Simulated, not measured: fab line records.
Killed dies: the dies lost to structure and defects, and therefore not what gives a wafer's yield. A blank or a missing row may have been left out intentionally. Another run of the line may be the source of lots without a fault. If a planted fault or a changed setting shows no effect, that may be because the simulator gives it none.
A sampling plan put to the test ; flow gf180mcu ; one line in one fab, 65 faults in these records, each fault weighed on the records of the lots it struck
The plan consists of the line's own looks: route steps at which the wafer is read by a gauge or an inspection but not changed. A look is open to judgement when struck wafers have a number at it and the file gives its usual mean and standard deviation on fault-free wafers. Caught: the struck wafers' mean, at a look after the fault's first step, is 4 or more of those standard deviations (sigma) away from the usual mean. On the tool: the same test on the tool's own readings at the fault's steps. Caught also covers a different recipe on the struck wafers, or a record left blank for those wafers only.

== THE FAULTS, as the simulator had put them in ==
1. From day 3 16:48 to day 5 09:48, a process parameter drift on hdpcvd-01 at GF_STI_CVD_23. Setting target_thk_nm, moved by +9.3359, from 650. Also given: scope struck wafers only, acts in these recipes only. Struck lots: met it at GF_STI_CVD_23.
2. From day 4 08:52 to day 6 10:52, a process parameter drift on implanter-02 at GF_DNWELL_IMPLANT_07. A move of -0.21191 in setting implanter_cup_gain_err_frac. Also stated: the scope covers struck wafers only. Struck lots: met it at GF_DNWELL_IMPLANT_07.
3. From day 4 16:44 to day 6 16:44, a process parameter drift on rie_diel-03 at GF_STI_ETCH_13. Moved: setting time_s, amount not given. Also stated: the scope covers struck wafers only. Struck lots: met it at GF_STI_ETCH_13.
4. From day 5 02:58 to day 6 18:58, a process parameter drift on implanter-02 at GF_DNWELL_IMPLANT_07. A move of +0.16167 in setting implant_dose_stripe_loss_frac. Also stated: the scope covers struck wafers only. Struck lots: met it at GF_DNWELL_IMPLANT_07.
5. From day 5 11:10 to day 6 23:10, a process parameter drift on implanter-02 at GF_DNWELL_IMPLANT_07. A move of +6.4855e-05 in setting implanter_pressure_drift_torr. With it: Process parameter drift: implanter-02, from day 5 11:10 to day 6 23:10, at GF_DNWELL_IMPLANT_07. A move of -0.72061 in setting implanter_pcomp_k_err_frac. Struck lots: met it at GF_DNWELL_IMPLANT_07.
6. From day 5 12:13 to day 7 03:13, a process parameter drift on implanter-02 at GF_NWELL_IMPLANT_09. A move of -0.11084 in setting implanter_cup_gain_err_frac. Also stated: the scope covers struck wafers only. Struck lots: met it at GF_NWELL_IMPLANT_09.
7. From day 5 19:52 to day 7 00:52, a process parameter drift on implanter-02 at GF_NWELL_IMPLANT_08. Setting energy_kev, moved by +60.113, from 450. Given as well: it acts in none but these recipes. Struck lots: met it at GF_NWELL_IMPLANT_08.
8. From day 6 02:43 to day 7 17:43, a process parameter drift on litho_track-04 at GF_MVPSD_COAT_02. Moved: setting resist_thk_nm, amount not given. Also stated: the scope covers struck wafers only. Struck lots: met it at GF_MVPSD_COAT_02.
9. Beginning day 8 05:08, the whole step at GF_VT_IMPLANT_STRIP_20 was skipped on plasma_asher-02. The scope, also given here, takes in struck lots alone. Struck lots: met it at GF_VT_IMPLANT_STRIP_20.
10. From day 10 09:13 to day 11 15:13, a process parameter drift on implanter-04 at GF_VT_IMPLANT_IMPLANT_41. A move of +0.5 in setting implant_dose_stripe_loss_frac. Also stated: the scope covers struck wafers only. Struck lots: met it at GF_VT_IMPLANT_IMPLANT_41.
11. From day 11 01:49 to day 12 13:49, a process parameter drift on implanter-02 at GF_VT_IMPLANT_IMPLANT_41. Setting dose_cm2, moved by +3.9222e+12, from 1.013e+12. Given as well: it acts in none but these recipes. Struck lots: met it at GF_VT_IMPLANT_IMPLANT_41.
12. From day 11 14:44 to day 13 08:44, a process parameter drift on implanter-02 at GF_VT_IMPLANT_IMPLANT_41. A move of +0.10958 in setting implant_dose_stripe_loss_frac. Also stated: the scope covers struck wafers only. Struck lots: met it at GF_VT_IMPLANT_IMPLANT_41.
13. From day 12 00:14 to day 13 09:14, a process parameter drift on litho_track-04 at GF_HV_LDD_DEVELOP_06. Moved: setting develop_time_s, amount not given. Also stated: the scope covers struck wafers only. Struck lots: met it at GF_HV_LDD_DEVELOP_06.
14. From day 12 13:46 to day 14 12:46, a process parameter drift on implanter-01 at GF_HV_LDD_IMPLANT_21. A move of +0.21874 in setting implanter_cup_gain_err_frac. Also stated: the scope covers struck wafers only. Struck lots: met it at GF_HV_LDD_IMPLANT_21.
15. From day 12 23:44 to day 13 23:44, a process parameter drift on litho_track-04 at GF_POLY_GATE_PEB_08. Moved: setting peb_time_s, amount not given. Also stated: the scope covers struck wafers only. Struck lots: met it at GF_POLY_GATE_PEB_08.
16. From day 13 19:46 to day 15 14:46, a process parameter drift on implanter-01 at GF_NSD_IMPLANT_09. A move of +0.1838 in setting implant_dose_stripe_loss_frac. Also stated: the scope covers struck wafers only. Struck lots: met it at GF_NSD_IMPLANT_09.
17. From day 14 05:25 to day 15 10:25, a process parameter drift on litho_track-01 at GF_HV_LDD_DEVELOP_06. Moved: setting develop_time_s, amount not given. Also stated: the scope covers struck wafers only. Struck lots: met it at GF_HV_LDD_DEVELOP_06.
18. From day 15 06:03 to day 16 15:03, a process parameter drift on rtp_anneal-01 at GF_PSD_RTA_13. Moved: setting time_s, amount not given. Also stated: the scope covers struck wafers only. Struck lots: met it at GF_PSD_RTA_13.
19. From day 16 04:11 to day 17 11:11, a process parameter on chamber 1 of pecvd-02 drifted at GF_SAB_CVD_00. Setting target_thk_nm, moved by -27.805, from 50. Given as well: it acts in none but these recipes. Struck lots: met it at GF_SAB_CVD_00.
20. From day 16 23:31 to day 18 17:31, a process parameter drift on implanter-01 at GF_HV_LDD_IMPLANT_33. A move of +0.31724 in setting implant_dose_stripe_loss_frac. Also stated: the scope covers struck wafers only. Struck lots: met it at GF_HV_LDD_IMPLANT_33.
21. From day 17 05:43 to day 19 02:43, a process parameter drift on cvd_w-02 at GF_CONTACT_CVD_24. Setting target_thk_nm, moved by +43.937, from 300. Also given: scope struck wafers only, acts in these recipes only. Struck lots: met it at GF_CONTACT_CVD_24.
22. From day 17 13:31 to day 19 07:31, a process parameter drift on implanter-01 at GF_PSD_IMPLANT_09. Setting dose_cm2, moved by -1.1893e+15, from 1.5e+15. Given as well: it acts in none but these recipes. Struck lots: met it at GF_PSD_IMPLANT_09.
23. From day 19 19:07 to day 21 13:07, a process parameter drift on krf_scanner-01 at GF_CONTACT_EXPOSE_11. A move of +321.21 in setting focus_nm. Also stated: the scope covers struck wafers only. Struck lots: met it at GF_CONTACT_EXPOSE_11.
24. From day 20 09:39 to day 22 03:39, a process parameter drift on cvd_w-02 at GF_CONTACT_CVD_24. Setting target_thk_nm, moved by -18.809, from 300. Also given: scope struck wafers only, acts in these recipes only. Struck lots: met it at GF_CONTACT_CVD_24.
25. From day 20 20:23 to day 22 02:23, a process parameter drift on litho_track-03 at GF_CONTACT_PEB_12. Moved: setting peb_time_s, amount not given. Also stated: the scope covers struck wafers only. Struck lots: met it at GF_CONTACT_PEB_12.
26. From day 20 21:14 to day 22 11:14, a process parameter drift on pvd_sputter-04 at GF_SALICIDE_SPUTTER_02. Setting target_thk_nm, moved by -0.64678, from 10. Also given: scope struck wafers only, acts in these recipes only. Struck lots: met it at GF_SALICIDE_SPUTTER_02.
27. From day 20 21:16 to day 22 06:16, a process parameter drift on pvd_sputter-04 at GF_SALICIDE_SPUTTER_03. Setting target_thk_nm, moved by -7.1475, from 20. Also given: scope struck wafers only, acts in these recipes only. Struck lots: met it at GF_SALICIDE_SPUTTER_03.
28. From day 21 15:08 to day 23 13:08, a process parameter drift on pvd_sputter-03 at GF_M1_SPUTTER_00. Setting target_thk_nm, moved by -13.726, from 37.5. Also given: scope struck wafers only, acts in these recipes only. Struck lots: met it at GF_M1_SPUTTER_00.
29. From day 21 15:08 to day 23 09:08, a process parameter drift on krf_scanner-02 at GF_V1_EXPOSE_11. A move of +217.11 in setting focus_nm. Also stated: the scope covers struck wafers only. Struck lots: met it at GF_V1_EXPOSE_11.
30. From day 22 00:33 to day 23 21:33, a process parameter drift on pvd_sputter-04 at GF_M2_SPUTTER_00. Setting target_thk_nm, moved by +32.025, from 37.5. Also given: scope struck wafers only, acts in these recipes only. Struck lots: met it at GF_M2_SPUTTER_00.
31. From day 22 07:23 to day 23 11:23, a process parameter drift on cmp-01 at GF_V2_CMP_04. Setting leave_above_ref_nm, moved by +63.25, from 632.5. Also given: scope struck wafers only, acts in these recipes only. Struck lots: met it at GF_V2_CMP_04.
32. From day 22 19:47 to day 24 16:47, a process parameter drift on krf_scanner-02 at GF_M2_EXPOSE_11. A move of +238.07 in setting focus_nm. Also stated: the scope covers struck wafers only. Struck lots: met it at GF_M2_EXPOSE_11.
33. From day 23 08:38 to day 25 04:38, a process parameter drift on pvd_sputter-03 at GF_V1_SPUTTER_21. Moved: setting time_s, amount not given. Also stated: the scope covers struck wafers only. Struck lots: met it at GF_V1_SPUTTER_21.
34. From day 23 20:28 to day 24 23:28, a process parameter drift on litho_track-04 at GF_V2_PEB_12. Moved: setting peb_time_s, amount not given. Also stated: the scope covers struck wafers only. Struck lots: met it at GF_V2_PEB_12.
35. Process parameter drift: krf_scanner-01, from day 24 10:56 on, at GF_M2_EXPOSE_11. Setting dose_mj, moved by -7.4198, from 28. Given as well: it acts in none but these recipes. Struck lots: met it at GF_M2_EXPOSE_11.
36. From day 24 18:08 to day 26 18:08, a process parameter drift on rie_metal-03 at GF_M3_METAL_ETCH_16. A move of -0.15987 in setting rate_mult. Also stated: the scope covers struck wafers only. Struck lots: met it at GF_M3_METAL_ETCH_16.
37. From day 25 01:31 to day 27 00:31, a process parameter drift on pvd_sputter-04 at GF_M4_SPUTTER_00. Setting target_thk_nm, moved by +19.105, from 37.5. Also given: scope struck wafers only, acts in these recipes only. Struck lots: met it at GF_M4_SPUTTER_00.
38. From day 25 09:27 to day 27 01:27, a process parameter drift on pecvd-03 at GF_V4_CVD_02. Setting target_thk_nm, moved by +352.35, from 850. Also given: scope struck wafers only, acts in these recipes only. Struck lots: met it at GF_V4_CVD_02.
39. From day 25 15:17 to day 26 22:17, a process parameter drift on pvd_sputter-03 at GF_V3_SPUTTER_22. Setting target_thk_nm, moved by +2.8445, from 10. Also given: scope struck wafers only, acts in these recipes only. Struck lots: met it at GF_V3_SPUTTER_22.
40. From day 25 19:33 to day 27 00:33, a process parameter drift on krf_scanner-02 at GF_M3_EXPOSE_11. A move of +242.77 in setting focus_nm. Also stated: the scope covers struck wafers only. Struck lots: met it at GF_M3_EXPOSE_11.
41. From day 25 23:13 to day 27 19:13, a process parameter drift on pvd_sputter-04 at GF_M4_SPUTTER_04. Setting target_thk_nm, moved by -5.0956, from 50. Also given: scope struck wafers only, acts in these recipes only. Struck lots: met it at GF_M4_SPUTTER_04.
42. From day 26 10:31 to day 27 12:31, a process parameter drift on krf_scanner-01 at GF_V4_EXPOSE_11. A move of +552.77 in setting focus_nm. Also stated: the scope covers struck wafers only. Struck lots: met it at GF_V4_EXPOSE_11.
43. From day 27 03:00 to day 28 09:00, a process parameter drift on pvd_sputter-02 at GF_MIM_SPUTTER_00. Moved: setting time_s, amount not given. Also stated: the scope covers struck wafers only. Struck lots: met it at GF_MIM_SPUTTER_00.
44. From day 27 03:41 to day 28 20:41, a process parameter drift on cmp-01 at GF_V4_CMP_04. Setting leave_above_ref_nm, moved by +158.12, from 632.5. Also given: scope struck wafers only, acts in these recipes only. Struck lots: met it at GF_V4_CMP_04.
45. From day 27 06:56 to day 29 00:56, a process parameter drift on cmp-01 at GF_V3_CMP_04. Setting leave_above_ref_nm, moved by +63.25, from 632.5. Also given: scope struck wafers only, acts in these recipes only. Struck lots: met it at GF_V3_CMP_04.
46. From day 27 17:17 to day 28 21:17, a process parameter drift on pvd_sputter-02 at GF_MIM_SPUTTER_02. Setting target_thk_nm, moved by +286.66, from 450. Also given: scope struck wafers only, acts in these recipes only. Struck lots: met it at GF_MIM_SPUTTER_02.
47. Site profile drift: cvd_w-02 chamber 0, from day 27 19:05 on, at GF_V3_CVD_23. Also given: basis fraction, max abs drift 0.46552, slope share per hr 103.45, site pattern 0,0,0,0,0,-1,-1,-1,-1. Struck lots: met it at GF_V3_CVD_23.
48. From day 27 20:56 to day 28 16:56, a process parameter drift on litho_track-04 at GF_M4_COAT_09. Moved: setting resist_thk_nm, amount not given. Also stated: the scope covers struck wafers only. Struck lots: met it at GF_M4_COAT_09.
49. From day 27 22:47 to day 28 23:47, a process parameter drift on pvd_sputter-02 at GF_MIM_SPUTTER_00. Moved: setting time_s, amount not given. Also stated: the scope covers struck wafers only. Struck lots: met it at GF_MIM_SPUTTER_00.
50. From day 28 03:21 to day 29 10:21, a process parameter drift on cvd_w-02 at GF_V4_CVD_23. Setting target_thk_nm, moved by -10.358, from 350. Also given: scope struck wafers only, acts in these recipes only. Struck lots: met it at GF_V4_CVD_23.
51. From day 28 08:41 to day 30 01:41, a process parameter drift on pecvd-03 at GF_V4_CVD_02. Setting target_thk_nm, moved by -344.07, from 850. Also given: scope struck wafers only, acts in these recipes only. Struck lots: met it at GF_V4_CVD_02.
52. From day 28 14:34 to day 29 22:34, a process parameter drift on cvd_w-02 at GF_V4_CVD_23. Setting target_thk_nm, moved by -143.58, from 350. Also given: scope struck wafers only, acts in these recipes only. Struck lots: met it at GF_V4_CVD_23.
53. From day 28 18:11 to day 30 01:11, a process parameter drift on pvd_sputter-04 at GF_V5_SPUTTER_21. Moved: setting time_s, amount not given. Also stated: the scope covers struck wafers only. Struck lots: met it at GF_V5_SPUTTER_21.
54. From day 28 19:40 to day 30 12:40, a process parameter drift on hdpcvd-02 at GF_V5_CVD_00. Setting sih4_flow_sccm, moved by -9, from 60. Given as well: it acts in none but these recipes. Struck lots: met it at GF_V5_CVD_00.
55. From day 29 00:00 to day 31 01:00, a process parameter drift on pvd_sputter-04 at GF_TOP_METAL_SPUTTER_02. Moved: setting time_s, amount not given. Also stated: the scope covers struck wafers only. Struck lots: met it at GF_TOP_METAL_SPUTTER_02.
56. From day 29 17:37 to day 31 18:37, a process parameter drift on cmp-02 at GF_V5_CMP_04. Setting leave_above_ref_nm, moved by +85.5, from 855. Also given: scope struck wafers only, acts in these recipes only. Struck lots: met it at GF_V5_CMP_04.
57. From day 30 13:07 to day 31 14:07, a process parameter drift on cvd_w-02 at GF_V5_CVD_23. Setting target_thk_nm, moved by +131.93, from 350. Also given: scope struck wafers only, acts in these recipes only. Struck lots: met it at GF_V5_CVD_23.
58. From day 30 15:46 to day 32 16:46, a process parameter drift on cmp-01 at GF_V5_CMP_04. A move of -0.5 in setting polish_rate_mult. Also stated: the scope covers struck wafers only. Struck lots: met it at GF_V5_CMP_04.
59. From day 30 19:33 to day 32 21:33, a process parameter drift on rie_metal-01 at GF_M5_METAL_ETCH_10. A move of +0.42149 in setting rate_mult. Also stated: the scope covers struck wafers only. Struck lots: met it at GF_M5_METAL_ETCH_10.
60. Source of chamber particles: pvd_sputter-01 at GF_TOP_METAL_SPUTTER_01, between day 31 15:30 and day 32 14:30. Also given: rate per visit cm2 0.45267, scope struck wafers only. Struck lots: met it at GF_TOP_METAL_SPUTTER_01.
61. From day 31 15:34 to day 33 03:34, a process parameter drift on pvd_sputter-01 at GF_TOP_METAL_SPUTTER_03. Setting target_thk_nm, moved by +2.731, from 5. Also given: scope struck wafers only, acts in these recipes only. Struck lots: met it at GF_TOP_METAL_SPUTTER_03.
62. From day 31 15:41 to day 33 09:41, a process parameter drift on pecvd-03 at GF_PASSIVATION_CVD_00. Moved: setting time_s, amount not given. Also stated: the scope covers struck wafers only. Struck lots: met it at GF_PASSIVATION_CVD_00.
63. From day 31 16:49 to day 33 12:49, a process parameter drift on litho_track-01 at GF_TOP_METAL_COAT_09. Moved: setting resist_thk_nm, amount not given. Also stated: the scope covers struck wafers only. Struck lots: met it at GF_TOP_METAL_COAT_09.
64. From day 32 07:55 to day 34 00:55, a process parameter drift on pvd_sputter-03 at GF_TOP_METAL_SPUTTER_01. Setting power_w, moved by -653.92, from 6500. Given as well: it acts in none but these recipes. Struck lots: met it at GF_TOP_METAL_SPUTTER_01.
65. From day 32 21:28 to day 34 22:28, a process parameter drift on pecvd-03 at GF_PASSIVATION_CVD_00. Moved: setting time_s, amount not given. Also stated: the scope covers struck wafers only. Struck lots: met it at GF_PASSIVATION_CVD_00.

== WHAT THE PLAN SAW ==
fault;on the tool itself;first look that catches it;reading, sigma;median hours from its first step to that look;hours from the fault's start to the first struck lot there;judged looks passed uncaught
1;no reading that can be judged;not the one look that can be judged after it;-;-;-;1
2;beam_on_s +13 sigma;GF_DNWELL_TW_MEAS_09;DNWELL_TW +5.2;0.2;15;0
3;run_length_s -99 or beyond sigma;no look after it can be judged;-;-;-;0
4;no reading that can be judged;none of the 3 looks that can be judged after it;strongest: DNWELL_TW at GF_DNWELL_TW_MEAS_09, -3.4;-;-;3
5;end_station_pressure_torr +99 or beyond sigma;none of the 2 looks that can be judged after it;strongest: DNWELL_TW at GF_DNWELL_TW_MEAS_09, +3.1;-;-;2
6;beam_on_s +4.7 sigma;GF_VT_IMPLANT_RS_MEAS_47;NWELL_RS -6.3;119.4;142;0
7;beam_energy_keV +99 or beyond sigma;GF_VT_IMPLANT_RS_MEAS_47;NWELL_RS -7.5;118.3;123;2
8;under 2 sigma;not the one look that can be judged after it;-;-;-;1
9;the tool's record is blank for the struck wafers;GF_VT_IMPLANT_TW_MEAS_32;VT_IMPLANT_3_TW -95;17.3;22;0
10;under 2 sigma;GF_VT_IMPLANT_TW_MEAS_43;VT_IMPLANT_4_TW -12;0.2;7;0
11;dose_ions_cm2 +99 or beyond sigma;GF_VT_IMPLANT_TW_MEAS_43;VT_IMPLANT_4_TW +75;0.2;4;0
12;no reading that can be judged;none of the 8 looks that can be judged after it;-;-;-;8
13;under 2 sigma;GF_HV_LDD_CD_MEAS_07;cd_nm -45;0.1;2;0
14;faraday_current_uA +11 sigma;GF_HV_LDD_TW_MEAS_23;HV_LDD_2_TW -13;0.2;5;0
15;heater_power_total_W +23 sigma;none of the 2 looks that can be judged after it;strongest: cd_nm at GF_POLY_GATE_CD_MEAS_10, +2.1;-;-;2
16;no reading that can be judged;GF_PSD_RS_MEAS_14;NSD_RS +7.2;21.9;27;0
17;no reading that can be judged;GF_HV_LDD_CD_MEAS_07;cd_nm +6.2;0.2;0;0
18;run_length_s -14 sigma;GF_PSD_RS_MEAS_14;NSD_RS +22;0.1;7;0
19;under 2 sigma;GF_SAB_THK_MEAS_01;SAB_CVD_00_THK -44;0.0;5;0
20;only faintly: tilt_deg +2.0 sigma;none of the 2 looks that can be judged after it;strongest: HV_LDD_3_TW at GF_HV_LDD_TW_MEAS_38, -3.4;-;-;2
21;under 2 sigma;GF_CONTACT_RS_MEAS_25;CONTACT_W_RS -6.6;0.1;6;0
22;dose_ions_cm2 -99 or beyond sigma;GF_PSD_TW_MEAS_11;PSD_TW -46;0.2;4;0
23;no reading that can be judged;GF_CONTACT_CD_MEAS_14;cd_nm -7.0;11.7;16;0
24;under 2 sigma;GF_CONTACT_RS_MEAS_25;CONTACT_W_RS +4.7;0.1;22;0
25;heater_power_total_W +56 sigma;not the one look that can be judged after it;strongest: cd_nm at GF_CONTACT_CD_MEAS_14, -3.4;-;-;1
26;under 2 sigma;GF_SALICIDE_RS_MEAS_04;SALICIDE_TIN_RS +5.0;0.1;14;0
27;under 2 sigma;GF_SALICIDE_RS_MEAS_04;SALICIDE_TIN_RS +6.4;0.0;2;0
28;under 2 sigma;no look after it can be judged;-;-;-;0
29;under 2 sigma;none of the 2 looks that can be judged after it;-;-;-;2
30;under 2 sigma;no look after it can be judged;-;-;-;0
31;time_to_endpoint_s -5.2 sigma;none of the 5 looks that can be judged after it;-;-;-;5
32;no reading that can be judged;GF_M2_CD_MEAS_14;cd_nm -12;10.1;36;0
33;under 2 sigma;no look after it can be judged;-;-;-;0
34;no reading that can be judged;GF_V2_CD_MEAS_14;cd_nm +4.2;0.4;4;0
35;exposure_dose_mJ_cm2 -82 sigma;GF_M2_CD_MEAS_14;cd_nm +31;10.5;24;0
36;oes_product_au -15 sigma;no look after it can be judged;-;-;-;0
37;under 2 sigma;no look after it can be judged;-;-;-;0
38;under 2 sigma;GF_V4_THK_MEAS_03;V4_CVD_02_THK +35;0.1;30;0
39;under 2 sigma;no look after it can be judged;-;-;-;0
40;under 2 sigma;GF_M3_CD_MEAS_14;cd_nm -11;9.7;23;0
41;under 2 sigma;none of the 9 looks that can be judged after it;-;-;-;9
42;under 2 sigma;GF_V4_CD_MEAS_14;cd_nm +13;10.0;33;0
43;under 2 sigma;no look after it can be judged;-;-;-;0
44;time_to_endpoint_s -12 sigma;none of the 2 looks that can be judged after it;-;-;-;2
45;time_to_endpoint_s -4.3 sigma;not the one look that can be judged after it;-;-;-;1
46;under 2 sigma;no look after it can be judged;-;-;-;0
47;under 2 sigma;GF_V3_RS_MEAS_24;V3_W_RS +18;0.1;13;0
48;no reading that can be judged;no look after it can be judged;-;-;-;0
49;under 2 sigma;no look after it can be judged;-;-;-;0
50;under 2 sigma;not the one look that can be judged after it;-;-;-;1
51;under 2 sigma;GF_V4_THK_MEAS_03;V4_CVD_02_THK -33;0.1;20;0
52;under 2 sigma;GF_V4_RS_MEAS_24;V4_W_RS +47;0.1;8;0
53;under 2 sigma;no look after it can be judged;-;-;-;0
54;sih4_flow_sccm -59 sigma;GF_V5_THK_MEAS_01;V5_CVD_00_THK -17;0.0;10;0
55;under 2 sigma;GF_TOP_METAL_RS_MEAS_05;TOP_METAL_ALCU_RS +17;0.1;4;0
56;under 2 sigma;no look after it can be judged;-;-;-;0
57;under 2 sigma;GF_V5_RS_MEAS_24;V5_W_RS -14;0.1;5;0
58;under 2 sigma;no look after it can be judged;-;-;-;0
59;only faintly: oes_product_au +2.0 sigma;not the one look that can be judged after it;-;-;-;1
60;only faintly: chamber_pressure_pa -2.0 sigma;no look after it can be judged;-;-;-;0
61;under 2 sigma;no look after it can be judged;-;-;-;0
62;run_length_s +34 sigma;GF_PASSIVATION_THK_MEAS_01;PASSIVATION_CVD_00_THK +10;0.1;12;0
63;no reading that can be judged;no look after it can be judged;-;-;-;0
64;cathode_dc_power_W -99 or beyond sigma;no look after it can be judged;-;-;-;0
65;run_length_s +70 sigma;GF_PASSIVATION_THK_MEAS_01;PASSIVATION_CVD_00_THK +24;0.1;28;0
Dash: fault not caught, or number not given in these records.

Caught at a look: 32 of 65. Caught on the tool: 21 of 65. By one or the other: 41 of 65.
Faults caught by the tool alone: 3, 5, 15, 25, 31, 36, 44, 45, 64.
Caught at a look alone: faults 10, 13, 16, 17, 19, 21, 23, 24, 26, 27, 32, 34, 38, 40, 42, 47, 51, 52, 55, 57.
Caught by neither: faults 1, 4, 8, 12, 20, 28, 29, 30, 33, 37, 39, 41, 43, 46, 48, 49, 50, 53, 56, 58, 59, 60, 61, 63.

== THINNER SAMPLING ==
If the look that catches a fault measured only every second or every third lot, by lot number, the first struck lot would be measured this late in the worst case:
fault;struck lots at that look, in order of time;every lot;every second lot;every third lot
2;L170, L171;15 h;21 h;may miss all 2
6;L770;142 h;may miss it;may miss it
7;L391, L393;123 h;may miss all 2;may miss all 2
9;L556, L557;22 h;28 h;may miss all 2
10;L416;7 h;may miss it;may miss it
11;L197, L199;4 h;may miss all 2;may miss all 2
13;L248, L249, L251;2 h;13 h;may miss all 3
14;L761, L762, L767;5 h;8 h;may miss all 3
16;L312, L316;27 h;may miss all 2;may miss all 2
17;L269, L270;0 h;14 h;may miss all 2
18;L695, L696, L698;7 h;17 h;may miss all 3
19;L516, L517;5 h;9 h;may miss all 2
21;L597, L598;6 h;17 h;may miss all 2
22;L774, L775, L777;4 h;10 h;may miss all 3
23;L895, L896, L897;16 h;35 h;36 h
24;L269, L272;22 h;39 h;may miss all 2
26;L832;14 h;may miss it;may miss it
27;L437, L439;2 h;may miss all 2;may miss all 2
32;L242, L244, L245;36 h;52 h;may miss all 3
34;L382, L383;4 h;10 h;may miss all 2
35;L573, L575;24 h;may miss all 2;may miss all 2
38;L217;30 h;may miss it;may miss it
40;L308, L309;23 h;24 h;may miss all 2
42;L815;33 h;may miss it;may miss it
47;L110, L111;13 h;32 h;may miss all 2
51;L435, L438;20 h;41 h;may miss all 2
52;L739, L740, L741;8 h;11 h;21 h
54;L217, L219;10 h;may miss all 2;may miss all 2
55;L639;4 h;may miss it;may miss it
57;L706, L708;5 h;may miss all 2;may miss all 2
62;L597, L599, L600;12 h;24 h;may miss all 3
65;L403;28 h;may miss it;may miss it
The hour figures run from when the fault began to the first measured lot among those it struck. The limit of 4 sigma was tested on all struck wafers together, so one lot alone may lie under it. Other struck lots may not be in these records.

== THE LONGEST TIMED WAY FROM STEP TO LOOK ==
Fault 6: median gap of 119.4 hours between GF_NWELL_IMPLANT_09 and GF_VT_IMPLANT_RS_MEAS_47. No look between them can be judged.
